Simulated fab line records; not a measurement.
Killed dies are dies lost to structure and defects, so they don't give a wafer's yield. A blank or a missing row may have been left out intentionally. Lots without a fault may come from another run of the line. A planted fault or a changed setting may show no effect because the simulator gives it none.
Which tool did it? | flow gf180mcu | 21 wafers from 7 lots sampled at 2 of the route's 602 steps

## WHAT EACH GAUGE READ, for each wafer
GF_V5_THK_MEAS_01.
lot  | measured     | on            | V5_CVD_00_THK (nm)
L342 | day 26 15:07 | film metro-02 | 298 301 295
L344 | day 27 08:18 | film metro-02 | 299 302 298
L348 | day 28 18:47 | film metro-04 | 309 293 300
L351 | day 29 14:50 | film metro-04 | 302 305 300
L356 | day 30 22:53 | film metro-04 | 293 300 292
L362 | day 32 10:42 | film metro-04 | 301 300 299
L364 | day 32 22:27 | film metro-04 | 294 298 301

## WHICH TOOL RAN EACH LOT (tool, then ch and the chambers of the sampled wafers, then the start)
lot  | GF_V3_CVD_00
L342 | hdpcvd-01 ch 0,1,2, day 21 18:24
L344 | hdpcvd-01 ch 0,2, day 22 12:20
L348 | hdpcvd-01 ch 1,2, day 24 04:30
L351 | hdpcvd-02 ch 0,1,2, day 25 02:30
L356 | hdpcvd-01 ch 0,1,2, day 26 15:40
L362 | hdpcvd-01 ch 0,1,2, day 28 08:42
L364 | hdpcvd-01 ch 0,2, day 28 22:03
- GF_V3_CVD_00: deposits SiO2, target thk 600 nm, time 100 s.

## THE ANSWER, worked out from the rows above alone
Rule: usual is defined by the lots themselves. Put in order of their means at a reading, lots are off if they are a third of the lots or fewer, leave a main group of 4 or more, and stand apart from it by a gap of 3 or more times the standard deviation of the main group's means; of several such gaps the widest counts. A main group is skipped when, at the precision printed for the reading in the tables above, its means are all equal. Also off: a lot with no number at a reading for which 4 or more lots have one. Where the step has rows for the other lots, those lots are counted as sound.
No lot is off at any reading shown: from this, nothing can be told.

## WHAT WAS PUT IN BY THE SIMULATOR
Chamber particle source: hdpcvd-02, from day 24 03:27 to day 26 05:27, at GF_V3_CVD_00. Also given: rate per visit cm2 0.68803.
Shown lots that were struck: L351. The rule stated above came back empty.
